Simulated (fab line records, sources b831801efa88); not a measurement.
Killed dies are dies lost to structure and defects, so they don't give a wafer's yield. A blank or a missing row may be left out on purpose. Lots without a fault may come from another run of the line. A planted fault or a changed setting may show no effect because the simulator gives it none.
Which tool did it? | flow gf180mcu | 13 lots, 39 wafers sampled, at 5 steps of a route of 602

WHAT THE GAUGES READ, wafer by wafer
GF_M2_CD_MEAS_14: target cd 280 nm.
lot  | measured     | on        | cd_nm (nm)
L144 | day 19 03:01 | cd_sem-02 | 279.0 279.9 280.0
L145 | day 19 11:55 | cd_sem-01 | 279.7 278.3 280.1
L146 | day 20 03:50 | cd_sem-01 | 278.5 277.3 278.2
L150 | day 21 07:47 | cd_sem-02 | 278.8 279.7 278.6
L151 | day 22 02:14 | cd_sem-02 | 279.9 278.3 279.2
L157 | day 23 19:59 | cd_sem-02 | 279.3 279.0 278.4
L160 | day 25 01:56 | cd_sem-02 | 279.3 278.6 278.9
L161 | day 25 06:56 | cd_sem-01 | 280.0 280.7 279.9
L162 | day 25 13:38 | cd_sem-01 | 277.7 277.4 277.1
L164 | day 26 06:47 | cd_sem-01 | 278.3 278.4 278.3
L165 | day 26 10:38 | cd_sem-01 | 281.2 280.4 281.1
L166 | day 26 17:23 | cd_sem-01 | 279.2 281.0 280.6
L167 | day 27 09:14 | cd_sem-01 | 280.4 280.8 280.7

GF_V2_THK_MEAS_01.
lot  | measured     | on            | V2_CVD_00_THK (nm)
L144 | day 19 03:57 | film_metro-04 | 604 598 603
L145 | day 19 12:47 | film_metro-04 | 597 586 601
L146 | day 20 04:54 | film_metro-03 | 596 595 597
L150 | day 21 08:41 | film_metro-03 | 585 596 588
L151 | day 22 03:08 | film_metro-03 | 588 708 586
L157 | day 23 20:55 | film_metro-01 | 600 601 602
L160 | day 25 02:50 | film_metro-04 | 599 600 598
L161 | day 25 07:48 | film_metro-01 | 589 596 593
L162 | day 25 14:32 | film_metro-04 | 600 601 599
L164 | day 26 07:41 | film_metro-04 | 593 599 592
L165 | day 26 11:32 | film_metro-04 | 597 597 604
L166 | day 26 18:18 | film_metro-01 | 602 598 602
L167 | day 27 10:11 | film_metro-01 | 598 586 583

WHICH TOOL RAN EACH LOT (tool, then ch and the chambers of the sampled wafers, then the start)
lot  | GF_V1_CVD_23                  | GF_M2_SPUTTER_03             | GF_V2_CVD_00
L144 | cvd_w-01 ch 0,1, day 18 02:32 | pvd_sputter-01, day 18 03:18 | hdpcvd-02 ch 0,1,2, day 19 03:52
L145 | cvd_w-02 ch 0,1, day 18 10:23 | pvd_sputter-01, day 18 11:09 | hdpcvd-01 ch 0,2, day 19 12:43
L146 | cvd_w-01 ch 0,1, day 19 02:07 | pvd_sputter-01, day 19 02:49 | hdpcvd-01 ch 0,1, day 20 04:48
L150 | cvd_w-01 ch 0,1, day 20 07:22 | pvd_sputter-01, day 20 08:08 | hdpcvd-01 ch 1,2, day 21 08:37
L151 | cvd_w-02 ch 0,1, day 21 01:49 | pvd_sputter-02, day 21 02:34 | hdpcvd-01 ch 1,2, day 22 03:04
L157 | cvd_w-01 ch 0,1, day 22 20:32 | pvd_sputter-01, day 22 21:14 | hdpcvd-02 ch 0,1,2, day 23 20:50
L160 | cvd_w-02 ch 0,1, day 24 02:52 | pvd_sputter-02, day 24 03:37 | hdpcvd-02 ch 0,1,2, day 25 02:46
L161 | cvd_w-01 ch 0,1, day 24 08:42 | pvd_sputter-04, day 24 09:25 | hdpcvd-01 ch 0,1,2, day 25 07:44
L162 | cvd_w-01 ch 0,1, day 24 15:58 | pvd_sputter-02, day 24 16:43 | hdpcvd-01 ch 0,1,2, day 25 14:27
L164 | cvd_w-02 ch 0,1, day 25 09:55 | pvd_sputter-01, day 25 10:40 | hdpcvd-01 ch 0,1,2, day 26 07:37
L165 | cvd_w-01 ch 0,1, day 25 12:23 | pvd_sputter-04, day 25 13:08 | hdpcvd-01 ch 0,1,2, day 26 11:28
L166 | cvd_w-01 ch 1, day 25 20:05   | pvd_sputter-04, day 25 20:50 | hdpcvd-02 ch 1,2, day 26 18:13
L167 | cvd_w-02 ch 1, day 26 12:34   | pvd_sputter-04, day 26 13:19 | hdpcvd-01 ch 1,2, day 27 10:06
- GF_V1_CVD_23: deposits W, target thk 350 nm, time 105.05 s.
- GF_M2_SPUTTER_03: material Ti, target thk 10 nm, time 6.7 s.
- GF_V2_CVD_00: deposits SiO2, target thk 600 nm, time 100 s.

WHAT THE TOOLS THEMSELVES READ (means of the sampled wafers that have a number; where no wafer has one, the mark that the record gives instead)
GF_V1_CVD_23.
lot  | tool     | heater_power_w (W)
L144 | cvd_w-01 | 920
L145 | cvd_w-02 | 826
L146 | cvd_w-01 | 921
L150 | cvd_w-01 | 910
L151 | cvd_w-02 | 833
L157 | cvd_w-01 | 941
L160 | cvd_w-02 | 799
L161 | cvd_w-01 | 922
L162 | cvd_w-01 | 910
L164 | cvd_w-02 | 803
L165 | cvd_w-01 | 943
L166 | cvd_w-01 | 945
L167 | cvd_w-02 | 869

GF_M2_SPUTTER_03.
lot  | tool           | throttle_valve_pct (%)
L144 | pvd_sputter-01 | 30.7
L145 | pvd_sputter-01 | 29.1
L146 | pvd_sputter-01 | 30.5
L150 | pvd_sputter-01 | 30.6
L151 | pvd_sputter-02 | 30.6
L157 | pvd_sputter-01 | 30.5
L160 | pvd_sputter-02 | 30.5
L161 | pvd_sputter-04 | 29.1
L162 | pvd_sputter-02 | 29.8
L164 | pvd_sputter-01 | 29.7
L165 | pvd_sputter-04 | 29.2
L166 | pvd_sputter-04 | 28.9
L167 | pvd_sputter-04 | 29.0

GF_V2_CVD_00.
lot  | tool      | sih4_flow_sccm (sccm)
L144 | hdpcvd-02 | 60.12
L145 | hdpcvd-01 | 60.01
L146 | hdpcvd-01 | 59.98
L150 | hdpcvd-01 | 59.91
L151 | hdpcvd-01 | 63.88
L157 | hdpcvd-02 | 59.90
L160 | hdpcvd-02 | 59.98
L161 | hdpcvd-01 | 60.01
L162 | hdpcvd-01 | 60.05
L164 | hdpcvd-01 | 59.94
L165 | hdpcvd-01 | 60.18
L166 | hdpcvd-02 | 60.00
L167 | hdpcvd-01 | 60.03

THE ANSWER, worked out from the rows above alone
Rule: what is usual is taken from the lots themselves. Put in order of their means at a reading, lots are off if they are a third of the lots or fewer, leave a main group of 4 or more, and stand apart from it by a gap of 3 or more times the standard deviation of the main group's means; of several such gaps the widest counts. A main group whose means are all the same, to the digits that the tables above print for the reading, isn't used. A lot without any number at a reading at which 4 lots or more have one is off too. The other lots that the step has rows for count as sound. The gauges are gone through in route order, then the tools' own readings, and for those a lot's mean is taken as printed above. The first step at which some lot is off is used, and at that step the reading that is off furthest; a lot without a number counts as furthest.
Off: L151, at GF_V2_THK_MEAS_01 (V2_CVD_00_THK). The main group: mean 597 nm, standard deviation 4.2.
A tool fits if, at a process step before that reading, it ran every lot that is off, and no sound lot after the first of them. The gauges at GF_V2_THK_MEAS_01 aren't tried: what is off there is off at GF_V2_CVD_00 too, on other tools, and a gauge's error can't cause that. None of those tried fits.

WHAT THE SIMULATOR HAD PUT IN
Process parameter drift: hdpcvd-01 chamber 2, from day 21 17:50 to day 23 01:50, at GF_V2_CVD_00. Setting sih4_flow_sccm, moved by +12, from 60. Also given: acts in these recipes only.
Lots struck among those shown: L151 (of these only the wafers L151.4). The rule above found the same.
